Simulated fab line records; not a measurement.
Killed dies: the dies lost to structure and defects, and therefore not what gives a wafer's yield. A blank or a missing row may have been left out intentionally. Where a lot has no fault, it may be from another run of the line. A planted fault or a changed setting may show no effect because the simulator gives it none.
Code-filled problem report in 8D (eight disciplines) form    flow sky130    the parts of the form that need people (team, actions taken, sign-off) are left out

== 1. WHAT WENT WRONG ==
Wafers without a fault read 2.8, standard deviation 1.9; killed_at_M4_up at SKY_PAD_OPEN_PROBE_99 reads a mean of 36.0 on 6 wafers belonging to 2 lots. That puts it +17 standard deviations away from the usual mean.
First seen on wafer L556.2, day 50 12:10, on prober-01. The record holds 18 wafers of 6 lots with a number at this step. Rule for "out" (also "out of limits"): further than 4 standard deviations from the usual mean. The rest of the wafers with a number are treated as sound.

== 2. WHAT IT IS, WHAT IT ISN'T ==
question                     is                      is not
which readings at this step  killed_at_M4_up         killed_at_M0_to_M3, killedAtContacts, killedAtOther, killedOpen, killedShort, sort_bin_6_memory
which lots                   L556, L559              L545, L547, L552, L560
which wafers of those lots   all that have a number  -
read on which tools          prober-01, prober-02    -
when                         from day 50 12:10       up to then (9 sound wafers); but 3 sound wafers of L560 came after

== 3. WHAT RULES OUT EACH SUSPECT ==
Counting: any tool at a process step up to the reading is kept as a suspect provided that every lot that is out went through it and no sound lot did after the first of them.
- rieMetal-02 at SKY_METAL4_DESCUM_15 (chemistry O2, time 8 s): kept. Every lot that is out went through it, starting with L556 (day 47 05:36), and after that it ran no sound lot; the last sound lot it ran before then is L552 (day 46 13:27).
- rieMetal-02 at SKY_METAL4_ETCH_16 (etches BARC in N2/H2, stops on SiO2, time 88.2 s, target depth 60 nm): kept. Every lot that is out went through it, starting with L556 (day 47 05:38), and after that it ran no sound lot; the last sound lot it ran before then is L552 (day 46 13:30).
- rieMetal-03 at SKY_METAL4_METAL_ETCH_18 (etches the open film in Cl2/BCl3, stops on SiO2, target depth 845 nm, time 183.1 s): kept. Every lot that is out went through it, starting with L556 (day 47 05:45), and after that it ran no sound lot; the last sound lot it ran before then is L552 (day 46 13:38).
- rieDiel-04 at SKY_VIA4_ETCH_12 (etches SiO2 in C4F8/O2/Ar, stops on TiN, target depth 580 nm): kept. Every lot that is out went through it, starting with L556 (day 48 02:33), and after that it ran no sound lot; the last sound lot it ran before then is L552 (day 47 10:27).
Left after counting: rieMetal-02 at SKY_METAL4_DESCUM_15, rieMetal-02 at SKY_METAL4_ETCH_16, rieMetal-03 at SKY_METAL4_METAL_ETCH_18, rieDiel-04 at SKY_VIA4_ETCH_12.

== 4. THE CAUSE (what the simulator had put in) ==
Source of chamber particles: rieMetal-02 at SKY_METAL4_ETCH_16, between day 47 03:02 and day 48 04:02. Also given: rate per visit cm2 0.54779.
Of the 4 suspects that counting leaves, this tool is one.

== 5. THE EFFECT CHAIN, in route order ==
Each row: a reading whose mean over the struck wafers that have a number lies more than 3 standard deviations from the usual. Scope: only readings with a usual standard deviation given in the record; hours: median across lots of the time from each lot's start at the first step in this table that gives one to its start at this step; sigmas: change in usual standard deviations.
hours  step                   reading          usual  on struck wafers  change  sigmas
0      SKY_PAD_OPEN_PROBE_99  killed_at_M4_up  2.8    36.0              +33.2   +17
It contains these process steps:
- SKY_PAD_OPEN_PROBE_99

== 6. HOW IT WOULD HAVE BEEN CAUGHT EARLIER ==
In this record no reading fell out of limits until day 50 12:10, 81 hours after the fault had begun at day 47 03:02.
Of the tool readings at SKY_METAL4_ETCH_16 for which the record gives a usual standard deviation, none was out on any struck wafer, so an alarm limit of 4 standard deviations on them would not have fired.
All the lots that are out (2) had begun SKY_METAL4_ETCH_16 on rieMetal-02 by day 50 12:10. Had the tool been put on hold then, not one of them would have been saved.
